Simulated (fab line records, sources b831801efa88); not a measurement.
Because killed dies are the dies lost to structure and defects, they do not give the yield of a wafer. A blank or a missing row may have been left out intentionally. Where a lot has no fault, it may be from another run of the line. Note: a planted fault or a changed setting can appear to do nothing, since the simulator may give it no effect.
fab line records -- flow gf180mcu
[record] lots = 15, wafers = 45, lastDay = 34
route steps=602 shown SALICIDE@280 CONTACT@299 M1@321 V1@360
lots with no fault: from the same line, run without faults
startH: the number of hours between the record's first day and the start of the first shown wafer of the lot -- waitH: hours since the lot's step before -- " identical to the entry in the row above -- L1.1+2: one row covering several wafers at once -- - value missing, or start not given -- * or withheld: withheld -- < > ~ a bound
route shown NAME@n: a module of which the file shows steps, and the number in the route of the first -- usual: mean/standard deviation of fault-free wafers -- same: alike in all rows -- chamber/n: place in a boat -- sites: readings site by site -- _std_site: standard deviation across them -- _edge_site: inner sites' mean taken away from outer sites' mean -- radiusMm: for every site, how far away it sits from the centre of the wafer -- mask NAME#n: copy n -- behind: the most recent tool/chamber to have shaped the wafer -- hold: the reason the lot was held/the length of the hold in hours/how it ended -- device: names the non-switching transistor (n, p or np) -- end of line: at the end of the route, the tests of the same wafers -- a step without rows: its recipe alone -- killed: the dies lost at the first sort to structure and to defects; this is not the yield of the wafer -- map: shows each die of a wafer: x if killed, . if not, _ if none is there
set.NAME: the setting the step ran with; set.NAME@STEP: the setting that earlier step ran with -- model.NAME: the simulator's own value behind a step, which no gauge read
steps of the route over a sample of lots; a table a step, a row a wafer
services: a tool's chamber out of use, with start hour (startH, from the record's first day; less than 0 if before it), hours out, and reason
[[steps]]
[step GF_SALICIDE_SPUTTER_02]
[recipe] material = Co, targetThkNm = 10, powerW = 1000, timeS = 20, chamberPressurePa = 0.4
[usual] chamberPressurePa = 0.4001/0.00081, throttleValvePct = 30.1/0.77
lot.wafer,tool,chamber,startH,waitH,chamberPressurePa,throttleValvePct
L956.2,pvdSputter-03,-,342.17,0.0,0.3994,29.6
L956.5,pvdSputter-03,-,342.17,0.0,0.4006,29.9
L956.6,pvdSputter-03,-,342.17,0.0,0.4000,30.4
L958.2,pvdSputter-02,-,363.79,0.0,0.4008,29.2
L958.4,pvdSputter-02,-,363.79,0.0,0.3999,30.2
L958.6,pvdSputter-02,-,363.79,0.0,0.4003,30.4
L959.1,pvdSputter-03,-,372.45,0.0,0.4003,29.4
L959.5,pvdSputter-03,-,372.45,0.0,0.3993,29.5
L959.6,pvdSputter-03,-,372.45,0.0,0.3992,29.5
L960.3,pvdSputter-02,-,377.93,0.0,0.3996,30.6
L960.4,pvdSputter-02,-,377.93,0.0,0.4006,30.0
L960.6,pvdSputter-02,-,377.93,0.0,0.4001,30.3
L961.1,pvdSputter-02,-,394.27,0.0,0.3999,30.5
L961.3,pvdSputter-02,-,394.27,0.0,0.3994,31.5
L961.4,pvdSputter-02,-,394.27,0.0,0.4008,31.0
L963.1,pvdSputter-02,-,405.01,0.0,0.4007,29.3
L963.2,pvdSputter-02,-,405.01,0.0,0.4016,29.9
L963.4,pvdSputter-02,-,405.01,0.0,0.3993,31.8
L967.4,pvdSputter-04,-,439.65,0.0,0.4000,30.2
L967.5,pvdSputter-04,-,439.65,0.0,0.4005,29.3
L967.6,pvdSputter-04,-,439.65,0.0,0.4001,29.7
L969.2,pvdSputter-02,-,453.78,0.0,0.3993,30.4
L969.5,pvdSputter-02,-,453.78,0.0,0.4012,31.7
L969.6,pvdSputter-02,-,453.78,0.0,0.4001,29.2
L973.1,pvdSputter-03,-,491.61,0.0,0.3987,29.8
L973.2,pvdSputter-03,-,491.61,0.0,0.3994,29.2
L973.6,pvdSputter-03,-,491.61,0.0,0.4018,30.8
L974.3,pvdSputter-03,-,499.79,0.0,0.3996,30.6
L974.5,pvdSputter-03,-,499.79,0.0,0.4003,29.8
L974.6,pvdSputter-03,-,499.79,0.0,0.4002,30.6
L975.1,pvdSputter-03,-,508.08,0.0,0.4001,29.8
L975.3,pvdSputter-03,-,508.08,0.0,0.3997,29.3
L975.4,pvdSputter-03,-,508.08,0.0,0.4000,30.4
L976.2,pvdSputter-02,-,514.78,0.0,0.3998,31.0
L976.3,pvdSputter-02,-,514.78,0.0,0.3998,30.0
L976.6,pvdSputter-02,-,514.78,0.0,0.3989,30.2
L977.2,pvdSputter-03,-,521.90,0.0,0.3995,30.7
L977.4,pvdSputter-03,-,521.90,0.0,0.4004,29.8
L977.5,pvdSputter-03,-,521.90,0.0,0.4000,30.0
L978.1,pvdSputter-02,-,531.00,0.0,0.3997,31.0
L978.4,pvdSputter-02,-,531.00,0.0,0.4004,29.1
L978.5,pvdSputter-02,-,531.00,0.0,0.4000,29.4
L979.3,pvdSputter-04,-,539.23,0.0,0.4013,29.2
L979.4,pvdSputter-04,-,539.23,0.0,0.3996,29.9
L979.6,pvdSputter-04,-,539.23,0.0,0.4017,29.7
[step GF_CONTACT_PEB_12]
[recipe] pebTempC = 135, pebTimeS = 90, resist = KrF
[usual] chillPlateTempC = 22.98/0.11, exhaustPa = 45.0/1, pebTimeS = 90/0
lot.wafer,tool,chamber,startH,waitH,chillPlateTempC,exhaustPa,pebTimeS
L956.2,lithoTrack-04,0,365.27,-,23.01,46.2,90
L956.5,lithoTrack-04,0,365.27,-,23.03,46.3,90
L956.6,lithoTrack-04,0,365.27,-,23.14,45.8,90
L958.2,lithoTrack-02,0,387.53,-,22.91,46.9,90
L958.4,lithoTrack-02,0,387.53,-,23.04,47.0,90
L958.6,lithoTrack-02,0,387.53,-,22.94,45.8,90
L959.1,lithoTrack-03,0,396.41,-,22.97,42.2,90
L959.5,lithoTrack-03,0,396.41,-,22.94,43.8,90
L959.6,lithoTrack-03,0,396.41,-,22.95,43.6,90
L960.3,lithoTrack-03,0,401.57,-,22.92,44.5,90
L960.4,lithoTrack-03,0,401.57,-,22.90,44.7,90
L960.6,lithoTrack-03,0,401.57,-,23.05,44.6,90
L961.1,lithoTrack-04,0,418.09,-,22.97,44.8,90
L961.3,lithoTrack-04,0,418.09,-,22.90,45.0,90
L961.4,lithoTrack-04,0,418.09,-,22.89,44.5,90
L963.1,lithoTrack-02,0,430.10,-,23.04,43.0,90
L963.2,lithoTrack-02,0,430.10,-,22.89,44.1,90
L963.4,lithoTrack-02,0,430.10,-,22.85,43.6,90
L967.4,lithoTrack-02,0,465.05,-,23.11,43.5,90
L967.5,lithoTrack-02,0,465.05,-,23.15,43.8,90
L967.6,lithoTrack-02,0,465.05,-,23.10,45.1,90
L969.2,lithoTrack-03,0,479.24,-,22.92,45.8,90
L969.5,lithoTrack-03,0,479.24,-,22.96,45.4,90
L969.6,lithoTrack-03,0,479.24,-,22.90,44.8,90
L973.1,lithoTrack-04,-,516.29,-,-,-,-
L973.2,lithoTrack-04,-,516.29,-,-,-,-
L973.6,lithoTrack-04,-,516.29,-,-,-,-
L974.3,lithoTrack-03,-,524.27,-,-,-,-
L974.5,lithoTrack-03,-,524.27,-,-,-,-
L974.6,lithoTrack-03,-,524.27,-,-,-,-
L975.1,lithoTrack-02,-,531.95,-,-,-,-
L975.3,lithoTrack-02,-,531.95,-,-,-,-
L975.4,lithoTrack-02,-,531.95,-,-,-,-
L976.2,lithoTrack-03,0,538.14,-,22.83,44.7,90
L976.3,lithoTrack-03,0,538.14,-,22.75,44.9,90
L976.6,lithoTrack-03,0,538.14,-,22.88,45.1,90
L977.2,lithoTrack-02,0,545.38,-,22.98,44.7,90
L977.4,lithoTrack-02,0,545.38,-,22.96,45.7,90
L977.5,lithoTrack-02,0,545.38,-,23.01,45.4,90
L978.1,lithoTrack-03,0,553.75,-,23.07,45.3,90
L978.4,lithoTrack-03,0,553.75,-,23.01,44.8,90
L978.5,lithoTrack-03,0,553.75,-,23.16,46.4,90
L979.3,lithoTrack-02,0,564.11,-,22.88,43.3,90
L979.4,lithoTrack-02,0,564.11,-,23.06,42.5,90
L979.6,lithoTrack-02,0,564.11,-,23.00,45.1,90
[step GF_M1_THK_MEAS_06]
[recipe] thkMeasGauge = xrf, reads = AlCu_of_M1_SPUTTER_02
[usual] M1_ALCU_THK = 438/5.7
lot.wafer,tool,chamber,startH,waitH,M1_ALCU_THK[nm]
L956.2,filmMetro-04,-,367.26,0.1,449
L956.5,filmMetro-04,-,367.26,0.1,446
L956.6,filmMetro-04,-,367.26,0.1,439
L958.2,filmMetro-03,-,389.51,0.1,431
L958.4,filmMetro-03,-,389.51,0.1,426
L958.6,filmMetro-03,-,389.51,0.1,430
L959.1,filmMetro-01,-,398.43,0.1,440
L959.5,filmMetro-01,-,398.43,0.1,443
L959.6,filmMetro-01,-,398.43,0.1,442
L960.3,filmMetro-04,-,403.51,0.1,444
L960.4,filmMetro-04,-,403.51,0.1,435
L960.6,filmMetro-04,-,403.51,0.1,442
L961.1,filmMetro-03,-,420.09,0.1,454
L961.3,filmMetro-03,-,420.09,0.1,446
L961.4,filmMetro-03,-,420.09,0.1,441
L963.1,filmMetro-03,-,432.09,0.1,441
L963.2,filmMetro-03,-,432.09,0.1,438
L963.4,filmMetro-03,-,432.09,0.1,433
L967.4,filmMetro-03,-,466.99,0.1,433
L967.5,filmMetro-03,-,466.99,0.1,435
L967.6,filmMetro-03,-,466.99,0.1,431
L969.2,filmMetro-03,-,481.20,0.1,447
L969.5,filmMetro-03,-,481.20,0.1,445
L969.6,filmMetro-03,-,481.20,0.1,441
L976.2,filmMetro-04,-,540.12,0.1,429
L976.3,filmMetro-04,-,540.12,0.1,423
L976.6,filmMetro-04,-,540.12,0.1,430
L977.2,filmMetro-04,-,547.34,0.1,445
L977.4,filmMetro-04,-,547.34,0.1,439
L977.5,filmMetro-04,-,547.34,0.1,440
L978.1,filmMetro-01,-,557.53,0.1,435
L978.4,filmMetro-01,-,557.53,0.1,436
L978.5,filmMetro-01,-,557.53,0.1,432
L979.3,filmMetro-04,-,566.06,0.1,450
L979.4,filmMetro-04,-,566.06,0.1,441
L979.6,filmMetro-04,-,566.06,0.1,451
[step GF_V1_THK_MEAS_25]
[recipe] thkMeasGauge = xrf, reads = W_of_V1_CVD_23
[usual] V1_W_THK = 366/4.3
lot.wafer,tool,chamber,startH,waitH,V1_W_THK[nm]
L956.2,filmMetro-04,-,415.99,0.1,365
L956.5,filmMetro-04,-,415.99,0.1,364
L956.6,filmMetro-04,-,415.99,0.1,366
L958.2,filmMetro-02,-,439.39,0.1,364
L958.4,filmMetro-02,-,439.39,0.1,368
L958.6,filmMetro-02,-,439.39,0.1,369
L959.1,filmMetro-04,-,449.72,0.1,366
L959.5,filmMetro-04,-,449.72,0.1,369
L959.6,filmMetro-04,-,449.72,0.1,368
L960.3,filmMetro-04,-,454.19,0.1,364
L960.4,filmMetro-04,-,454.19,0.1,374
L960.6,filmMetro-04,-,454.19,0.1,370
L961.1,filmMetro-01,-,475.57,0.1,366
L961.3,filmMetro-01,-,475.57,0.1,366
L961.4,filmMetro-01,-,475.57,0.1,367
L963.1,filmMetro-04,-,483.61,0.1,361
L963.2,filmMetro-04,-,483.61,0.1,361
L963.4,filmMetro-04,-,483.61,0.1,362
L967.4,filmMetro-02,-,517.92,0.1,369
L967.5,filmMetro-02,-,517.92,0.1,371
L967.6,filmMetro-02,-,517.92,0.1,368
L969.2,filmMetro-01,-,530.30,0.1,363
L969.5,filmMetro-01,-,530.30,0.1,363
L969.6,filmMetro-01,-,530.30,0.1,366
L976.2,filmMetro-04,-,586.80,0.1,367
L976.3,filmMetro-04,-,586.80,0.1,369
L976.6,filmMetro-04,-,586.80,0.1,363
L977.2,filmMetro-04,-,594.01,0.1,360
L977.4,filmMetro-04,-,594.01,0.1,363
L977.5,filmMetro-04,-,594.01,0.1,362
L978.1,filmMetro-02,-,603.21,0.1,371
L978.4,filmMetro-02,-,603.21,0.1,367
L978.5,filmMetro-02,-,603.21,0.1,370
L979.3,filmMetro-02,-,610.61,0.1,363
L979.4,filmMetro-02,-,610.61,0.1,366
L979.6,filmMetro-02,-,610.61,0.1,365
[[services]]
tool,chamber,startH,hours,kind
pvdSputter-04,-,352.57,2.5,repair
pvdSputter-02,-,364.88,1.0,repair
pvdSputter-02,-,437.09,8.5,repair
pvdSputter-04,-,474.13,4.7,repair
pvdSputter-04,-,515.51,19.3,repair
pvdSputter-04,-,551.54,1.4,repair
[[key]]
[firstSign] step = GF_CONTACT_PEB_12, reading = toolRecord, direction = missing
effect none on later readings
metAt GF_CONTACT_PEB_12
struckLots L973,L974,L975
laterRowsLeftOut L973.1,L973.2,L973.6,L974.3,L974.5,L974.6,L975.1,L975.3,L975.4
sortLeftOut L973.1,L973.2,L973.6,L974.3,L974.5,L974.6,L975.1,L975.3,L975.4
testerLeftOut L973,L974,L975
notActingAt GF_SALICIDE_SPUTTER_02,GF_M1_THK_MEAS_06,GF_V1_THK_MEAS_25
onsetBetween 479.24 516.29
[fault] kind = skippedStepWhole, tool = lithoTrack-02,lithoTrack-03,lithoTrack-04, chamber = -, onsetH = 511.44, steps = GF_CONTACT_PEB_12, scope = struckLotsOnly
// testerLeftOut: of these lots the tester's yield and bins aren't shown, on N5 and GAA mostly nor the transistor test; their killed dies are dies lost to structure and defects alone, not to doping, threshold or leakage, so they don't give the yield
// sortLeftOut: the simulated sort isn't trusted on such a fault, so these wafers' sort isn't shown, and their yield isn't known
// laterRowsLeftOut: the simulator's readings of these wafers behind a module that went badly wrong aren't trusted and aren't shown, but for the sort
